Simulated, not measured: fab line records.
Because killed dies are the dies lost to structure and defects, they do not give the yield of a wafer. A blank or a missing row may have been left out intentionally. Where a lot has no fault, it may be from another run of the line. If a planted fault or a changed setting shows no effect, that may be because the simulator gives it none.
Struck lot and sound lot, side by side | flow sky130 | 16 out of 708 route steps
Sound: wafers L793.1, L793.3, L793.4. Wafers L801.2, L801.4, L801.5 were the ones struck. At the end, the cause is stated.
For every step that has rows: the tool of each side, followed by ch and its chambers, followed by its first start. Under that, the readings that differ: sound wafers | struck wafers | difference of the means | sigmas: that difference in standard deviations of wafers without a fault.
alike: words and numbers the same on both sides, and readings whose means are apart by under 2 such deviations; not compared: readings that were withheld, readings missing a value for some wafer, numbers with overlapping values and no deviation given by the record, and bounds like >300 which may hide the same value.
A row with sigmas, a row that says differs or no value, or rows on one side alone: a step with any of these is where the two part. Non-overlapping numbers with no deviation appear without sigmas and do not part them. A reading missing from all wafers of one side parts the sides only when that side holds two or more wafers.

SKY_NWELL_RS_MEAS_29: measures by four-point-probe.
  struck on filmMetro-01, day 9 05:07; sound on filmMetro-02, day 7 05:56
  alike: NWELL_RS
SKY_NWELL_RS_MEAS_31: measures by four-point-probe.
  struck on filmMetro-01, day 9 05:21; sound on filmMetro-02, day 7 06:10
  alike: PWDE_RS
then, 7 steps without rows for these wafers: SKY_VT_ADJUST_HVTP_DEHYDRATE_00 (time 60 s); SKY_VT_ADJUST_HVTP_HMDS_01 (prime time 60 s); SKY_VT_ADJUST_HVTP_COAT_02 (resist thk 1140 nm); SKY_VT_ADJUST_HVTP_SOFTBAKE_03 (time 60 s); SKY_VT_ADJUST_HVTP_EXPOSE_04 (exposes mask HVTPM, target cd 380 nm); SKY_VT_ADJUST_HVTP_PEB_05; SKY_VT_ADJUST_HVTP_DEVELOP_06 (develop time 60 s).
SKY_VT_ADJUST_HVTP_CD_MEAS_07 targets a cd of 380 nm.
  struck on cdSem-01, day 10 03:40; sound on cdSem-02, day 8 01:55
  alike: cdNm
SKY_VT_ADJUST_HVTP_OVL_MEAS_08:
  struck on overlay-01, day 10 03:46; sound on overlay-01, day 8 02:02
  alike: VT_ADJUST_HVTP_OVL
SKY_VT_ADJUST_HVTP_IMPLANT_09:
  sound on implanter-02 ch 0, day 8 02:04; struck on implanter-02 ch 0, day 10 03:49
reading          | sound                         | struck                        | difference | sigmas
doseIonsCm2      | 4.304e+12 4.299e+12 4.297e+12 | 3.286e+12 3.282e+12 3.291e+12 | -1.014e+12 | -99 or more
faradayCurrentUA | 24.6 23.8 24.7                | 19.2 19.2 19.1                | -5.2       | -10
SKY_VT_ADJUST_HVTP_STRIP_10: strips in O2/N2.
  sound on plasmaAsher-03 ch 0,1, day 8 02:13; struck on plasmaAsher-03 ch 0, day 10 03:56
  alike: drypumpMotorCurrentA, oesProductAu, stripTimeToEndpointS
  not compared: rfHoursCounterH
SKY_VT_ADJUST_HVTP_TW_MEAS_11:
  struck on filmMetro-03, day 10 04:03; sound on filmMetro-03, day 8 02:19
reading           | sound          | struck         | difference | sigmas
VT_ADJUST_HVTP_TW | 1364 1357 1359 | 1233 1241 1233 | -124       | -10
then, 1 step without rows for these wafers: SKY_VT_ADJUST_LVTN_DEHYDRATE_00 (time 60 s).
-- here the record skips 40 days between the struck wafers' starts before and after, leaving off in module VT_ADJUST_LVTN and picking up in module PAD_OPEN (first step shown: number 708 of the route) --
SKY_PAD_OPEN_PROBE_99:
  struck on prober-01, day 50 00:41; sound on prober-01, day 48 10:28
reading                               | sound                | struck               | difference | sigmas
model.etest.tipP.rsOhmSq              | 6955 6946 6941       | 6207 6196 6120       | -773       | 
model.etest.pfet_01v8.rOnOhmUm        | 2825 2894 2860       | 2631 2674 2640       | -211       | 
model.etest.pfet_01v8.driveUaUm       | 196.6 195.2 196.3    | 224.1 224 225.9      | +28.6      | 
model.etest.pfet_01v8_mvt.driveUaUm   | 153.1 152.9 151.2    | 183.4 182.4 182.8    | +30.5      | 
model.etest.pfet_01v8_hvt.driveUaUm   | 148.4 144.6 145.5    | 162.7 163.2 163.9    | +17.1      | 
model.etest.sramPfetLatch.driveUaUm   | 148.7 141.5 144      | 160.6 163.5 162.9    | +17.6      | 
model.etest.pfet_01v8_mvt.offLog10AUm | -11.04 -10.94 -11.27 | -7.805 -7.719 -7.728 | +3.333     | 
model.etest.pfet_01v8.offLog10AUm     | -9.945 -10.07 -9.913 | -7.632 -6.987 -7.805 | +2.501     | 
  alike: killed_at_M0_to_M3, killed_at_M4_up, killedAtContacts, killedAtFrontEnd, killedAtOther, killedDies, killedOnRim, killedOpen, killedShort

## WHERE THEY PART
At SKY_VT_ADJUST_HVTP_IMPLANT_09 first; at SKY_VT_ADJUST_HVTP_TW_MEAS_11 last (within this record only). Later steps at which nothing parts them and some readings are alike: SKY_PAD_OPEN_PROBE_99.

WHY: what the simulator had put in
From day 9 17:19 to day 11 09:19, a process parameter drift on implanter-02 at SKY_VT_ADJUST_HVTP_IMPLANT_09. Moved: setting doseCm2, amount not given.
